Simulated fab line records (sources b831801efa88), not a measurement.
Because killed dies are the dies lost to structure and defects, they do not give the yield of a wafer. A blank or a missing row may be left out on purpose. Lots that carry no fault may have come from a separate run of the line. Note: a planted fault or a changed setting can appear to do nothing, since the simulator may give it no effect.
fab line records	flow gf180mcu
record: lots: 14	wafers: 42	lastDay: 34
route steps=602 shown DUAL_GATE@152 POLY_GATE@169 HV_LDD@226
lots with no fault: from the same line, run without faults
startH: hours from the record's opening day to when the first of the lot's shown wafers began	waitH: hours since the lot's step before	" the same as in the row above	L1.1+2: a row that stands for several wafers	- no value, or no start given	* or withheld: withheld	< > ~ a bound
route shown NAME@n: NAME is a module with steps in the file, n the number in the route of the first one	usual: mean/standard deviation of fault-free wafers	same: alike in all rows	chamber/n: place in a boat	sites: the reading at each site	_std_site: how widely they spread, as a standard deviation	_edge_site: outer sites' mean less inner sites'	radiusMm: how far each site lies from the wafer's centre	mask NAME#n: copy n	behind: tool/chamber where the wafer was last shaped	hold: cause of the lot's hold/its duration in hours/its outcome	device: which transistor (n, p or np) failed to switch	end of line: the tests these same wafers got at the end of their route	for a step that has no rows: nothing shown but its recipe	killed: at the first sort, the dies lost to defects and structure; wafer yield is something else	map: a wafer's dies, marking killed ones x, the rest . and places with no die _
set.NAME: the setting as run; set.NAME@STEP: as run at that earlier step	model.NAME: the simulator's own value behind a step, which no gauge read
one table for each step of the route and one row for each wafer, over a sample of lots
services: when a tool's chamber went out of use (startH, in hours from the record's first day, below 0 if earlier), for how many hours, and the reason
== steps ==
step: GF_DUAL_GATE_OVL_MEAS_11
usual: DUAL_GATE_OVL: 0.8/1.3
lot.wafer	tool	chamber	startH	waitH	DUAL_GATE_OVL[nm]
L267.2	overlay-01	-	179.88	0.1	2.7
L267.3	"	-	"	"	2.3
L267.4	"	-	"	"	-0.1
L268.3	overlay-02	-	185.95	0.1	0.6
L268.4	"	-	"	"	0.2
L268.5	"	-	"	"	1.1
L269.3	overlay-01	-	189.30	0.1	-0.5
L269.5	"	-	"	"	0.9
L269.6	"	-	"	"	1.2
L270.1	overlay-02	-	195.29	0.1	-0.6
L270.2	"	-	"	"	-1.6
L270.3	"	-	"	"	-0.7
L271.2	overlay-01	-	204.35	0.1	0.2
L271.4	"	-	"	"	0.6
L271.6	"	-	"	"	0.0
L272.1	overlay-02	-	212.04	0.1	-1.4
L272.3	"	-	"	"	-0.7
L272.6	"	-	"	"	-1.6
L274.3	overlay-02	-	225.50	0.1	2.6
L274.4	"	-	"	"	4.0
L274.5	"	-	"	"	2.9
L275.1	overlay-01	-	232.42	0.1	3.0
L275.3	"	-	"	"	2.6
L275.5	"	-	"	"	1.4
L276.3	overlay-02	-	240.60	0.1	1.0
L276.4	"	-	"	"	1.2
L276.5	"	-	"	"	2.3
L278.1	overlay-02	-	251.77	0.1	3.3
L278.2	"	-	"	"	2.3
L278.4	"	-	"	"	2.5
L281.2	overlay-01	-	278.99	0.1	-0.3
L281.3	"	-	"	"	1.2
L281.6	"	-	"	"	-0.1
L282.2	overlay-02	-	279.89	0.1	-2.4
L282.4	"	-	"	"	-0.1
L282.6	"	-	"	"	-0.1
L283.1	overlay-02	-	289.08	0.1	1.8
L283.3	"	-	"	"	0.1
L283.5	"	-	"	"	1.7
L289.2	overlay-01	-	326.14	0.1	0.6
L289.3	"	-	"	"	0.6
L289.4	"	-	"	"	2.8
step: GF_POLY_GATE_ETCH_12
recipe: chemistry: N2/H2	targetDepthA: withheld	overetchA: withheld	timeS: withheld	target: BARC	ionEnergyEv: 200	sourceW: 500	biasW: 100	pressureMtorr: 30	n2FlowSccm: 100	h2FlowSccm: 200
usual: drypumpMotorCurrentA: 5.6/0.4	oesProductAu: 0.735/0.0049	rfFwdPowerW: 496.3/1.8	throttleValvePct: 13.215/0.0087
lot.wafer	tool	chamber	startH	waitH	drypumpMotorCurrentA	oesProductAu	rfFwdPowerW	throttleValvePct
L267.2	rieDiel-01	2	200.25	0.0	5.2	0.738	498.0	13.219
L267.3	"	3	"	"	6.0	0.740	498.4	13.198
L267.4	"	0	"	"	5.8	0.741	491.5	13.220
L268.3	rieDiel-02	1	207.29	0.0	5.4	0.739	495.8	13.216
L268.4	"	2	"	"	5.9	0.733	493.9	13.229
L268.5	"	1	"	"	5.4	0.732	496.4	13.200
L269.3	rieDiel-01	3	210.69	0.0	6.0	0.734	497.8	13.225
L269.5	"	0	"	"	5.8	0.736	493.3	13.224
L269.6	"	3	"	"	6.0	0.735	496.8	13.223
L270.1	rieDiel-03	2	215.35	0.0	5.2	0.731	498.4	13.209
L270.2	"	0	"	"	5.2	0.734	498.3	13.217
L270.3	"	1	"	"	6.3	0.731	497.7	13.217
L271.2	rieDiel-02	2	225.65	0.0	5.9	0.736	498.1	13.220
L271.4	"	3	"	"	5.0	0.744	500.3	13.216
L271.6	"	3	"	"	5.0	0.742	497.7	13.201
L272.1	rieDiel-02	2	233.64	0.0	5.9	0.741	495.1	13.220
L272.3	"	1	"	"	5.3	0.739	492.4	13.214
L272.6	"	1	"	"	5.4	0.733	495.8	13.207
L274.3	rieDiel-01	3	247.60	0.0	6.0	0.734	497.8	13.215
L274.4	"	2	"	"	5.2	0.726	495.4	13.225
L274.5	"	2	"	"	5.1	0.737	497.5	13.215
L275.1	rieDiel-03	0	255.30	0.0	5.3	0.737	495.2	13.206
L275.3	"	2	"	"	5.2	0.736	497.8	13.209
L275.5	"	1	"	"	6.3	0.736	498.7	13.230
L276.3	rieDiel-03	0	263.64	0.0	5.3	0.737	493.7	13.211
L276.4	"	1	"	"	6.3	0.735	496.3	13.215
L276.5	"	0	"	"	5.3	0.741	496.0	13.217
L278.1	rieDiel-03	3	274.14	0.0	5.3	0.729	496.0	13.220
L278.2	"	1	"	"	6.3	0.739	497.1	13.217
L278.4	"	1	"	"	6.3	0.737	495.2	13.203
L281.2	rieDiel-03	1	301.54	0.0	6.3	0.738	497.0	13.209
L281.3	"	2	"	"	5.2	0.728	496.3	13.201
L281.6	"	3	"	"	5.3	0.731	497.3	13.224
L282.2	rieDiel-02	0	305.24	0.0	5.9	0.736	495.1	13.214
L282.4	"	1	"	"	5.4	0.738	496.5	13.229
L282.6	"	0	"	"	5.9	0.741	495.1	13.201
L283.1	rieDiel-01	0	313.80	0.0	5.8	0.729	493.6	13.217
L283.3	"	3	"	"	6.0	0.743	496.4	13.209
L283.5	"	3	"	"	6.0	0.733	498.1	13.214
L289.2	rieDiel-03	3	351.89	0.0	5.3	0.731	493.2	13.218
L289.3	"	0	"	"	5.2	0.732	494.4	13.223
L289.4	"	0	"	"	5.2	0.729	495.6	13.211
step: GF_POLY_GATE_OXIDATION_16
recipe: tempC: 850	ambient: O2	stabiliseS: 600	purgeS: 300	targetThkA: 40	oxTimeS: 899
usual: oxTempC: 850.0/0.38	oxTempCMax: 854.2/0.83	spikeTcTopC: 862.7/2.5
lot.wafer	tool	chamber	startH	waitH	oxTempC	oxTempCMax	spikeTcTopC
L267.2	furnace-01	0	200.80	0.3	850.3	852.9	861.6
L267.3	"	0	"	"	850.3	854.0	860.1
L267.4	"	0	"	"	850.4	854.0	862.6
L268.3	furnace-02	0	207.61	0.1	850.2	853.1	863.7
L268.4	"	0	"	"	850.0	855.2	865.2
L268.5	"	0	"	"	849.5	854.1	865.7
L269.3	furnace-01	0	210.95	0.0	849.8	854.4	861.2
L269.5	"	0	"	"	849.8	853.8	859.3
L269.6	"	0	"	"	849.5	852.5	860.5
L270.1	furnace-01	0	215.60	0.0	851.0	855.1	859.5
L270.2	"	0	"	"	850.9	854.7	860.3
L270.3	"	0	"	"	851.0	854.4	860.7
L271.2	furnace-02	0	226.51	0.6	850.1	853.8	864.5
L271.4	"	0	"	"	849.8	855.7	865.4
L271.6	"	0	"	"	849.8	854.1	863.2
L272.1	furnace-01	0	234.04	0.1	850.0	853.9	861.9
L272.3	"	0	"	"	849.6	852.8	860.8
L272.6	"	0	"	"	850.4	853.8	860.7
L274.3	furnace-02	0	247.85	0.0	850.3	855.1	866.3
L274.4	"	0	"	"	850.4	855.5	867.2
L274.5	"	0	"	"	850.8	854.8	865.5
L275.1	furnace-01	0	256.51	1.0	849.7	853.1	859.5
L275.3	"	0	"	"	850.0	852.8	861.2
L275.5	"	0	"	"	849.9	854.7	860.0
L276.3	furnace-01	0	263.90	0.0	849.9	853.7	861.9
L276.4	"	0	"	"	849.9	853.6	859.2
L276.5	"	0	"	"	849.7	853.4	859.9
L278.1	furnace-01	0	274.40	0.0	850.3	854.2	859.2
L278.2	"	0	"	"	849.8	854.1	861.9
L278.4	"	0	"	"	850.1	853.5	861.4
L281.2	furnace-02	0	301.80	0.0	849.7	856.1	864.6
L281.3	"	0	"	"	850.4	854.4	867.9
L281.6	"	0	"	"	850.1	854.7	866.3
L282.2	furnace-01	-	307.46	2.0	-	-	-
L282.4	"	-	"	"	-	-	-
L282.6	"	-	"	"	-	-	-
L283.1	furnace-02	-	314.72	0.7	-	-	-
L283.3	"	-	"	"	-	-	-
L283.5	"	-	"	"	-	-	-
L289.2	furnace-02	0	352.33	0.2	850.3	854.8	863.9
L289.3	"	0	"	"	849.5	855.3	865.3
L289.4	"	0	"	"	849.9	855.5	863.6
step: GF_HV_LDD_TW_MEAS_50
usual: HV_LDD_4_TW: 573/5.3
lot.wafer	tool	chamber	startH	waitH	HV_LDD_4_TW
L267.2	filmMetro-02	-	276.50	0.1	573
L267.3	"	-	"	"	572
L267.4	"	-	"	"	573
L268.3	filmMetro-01	-	285.36	0.1	582
L268.4	"	-	"	"	581
L268.5	"	-	"	"	582
L269.3	filmMetro-04	-	287.91	0.1	571
L269.5	"	-	"	"	567
L269.6	"	-	"	"	564
L270.1	filmMetro-01	-	294.67	0.1	580
L270.2	"	-	"	"	581
L270.3	"	-	"	"	581
L271.2	filmMetro-04	-	305.80	0.1	567
L271.4	"	-	"	"	570
L271.6	"	-	"	"	570
L272.1	filmMetro-01	-	315.49	0.1	576
L272.3	"	-	"	"	581
L272.6	"	-	"	"	582
L274.3	filmMetro-04	-	330.19	0.1	572
L274.4	"	-	"	"	571
L274.5	"	-	"	"	571
L275.1	filmMetro-02	-	340.79	0.1	569
L275.3	"	-	"	"	568
L275.5	"	-	"	"	571
L276.3	filmMetro-04	-	347.61	0.1	572
L276.4	"	-	"	"	573
L276.5	"	-	"	"	569
L278.1	filmMetro-04	-	360.02	0.1	569
L278.2	"	-	"	"	567
L278.4	"	-	"	"	571
L281.2	filmMetro-04	-	390.53	0.1	569
L281.3	"	-	"	"	569
L281.6	"	-	"	"	570
L289.2	filmMetro-01	-	446.94	0.1	579
L289.3	"	-	"	"	578
L289.4	"	-	"	"	581
== services ==
tool	chamber	startH	hours	kind
rieDiel-01	1	191.38	-	clean
rieDiel-01	1	191.38	20.9	scheduledDown
rieDiel-01	1	191.38	20.9	ventCycle
rieDiel-02	-	191.91	1.0	repair
rieDiel-03	-	213.51	1.0	repair
rieDiel-01	-	216.26	28.1	pm
rieDiel-01	0	258.71	5.7	repair
rieDiel-03	-	262.05	0.4	repair
rieDiel-01	3	266.51	4.2	repair
rieDiel-01	1	270.73	7.6	repair
rieDiel-03	0	271.42	60.2	repair
furnace-01	-	285.88	3.3	pm
rieDiel-01	3	302.11	9.8	repair
furnace-02	-	341.51	3.3	pm
rieDiel-03	2	341.73	11.7	repair
rieDiel-01	3	348.21	-	clean
rieDiel-01	3	348.21	25.7	scheduledDown
rieDiel-01	3	348.21	25.7	ventCycle
== key ==
firstSign: step: GF_POLY_GATE_OXIDATION_16	reading: toolRecord	direction: missing
effect none on later readings
metAt GF_POLY_GATE_OXIDATION_16
struckLots L282,L283
laterRowsLeftOut L282.2,L282.4,L282.6,L283.1,L283.3,L283.5
sortLeftOut L282.2,L282.4,L282.6,L283.1,L283.3,L283.5
testerLeftOut L282,L283
notActingAt GF_DUAL_GATE_OVL_MEAS_11,GF_POLY_GATE_ETCH_12,GF_HV_LDD_TW_MEAS_50
onsetBetween 301.80 307.46
fault: kind: skippedStepWhole	tool: furnace-01,furnace-02	chamber: -	onsetH: 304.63	steps: GF_POLY_GATE_OXIDATION_16	scope: struckLotsOnly
testerLeftOut: of these lots the tester's yield and bins aren't shown, on N5 and GAA mostly nor the transistor test; their killed dies are dies lost to structure and defects alone, not to doping, threshold or leakage, so they don't give the yield
sortLeftOut: the simulated sort isn't trusted on such a fault, so these wafers' sort isn't shown, and their yield isn't known
laterRowsLeftOut: the simulator's readings of these wafers behind a module that went badly wrong aren't trusted and aren't shown, but for the sort
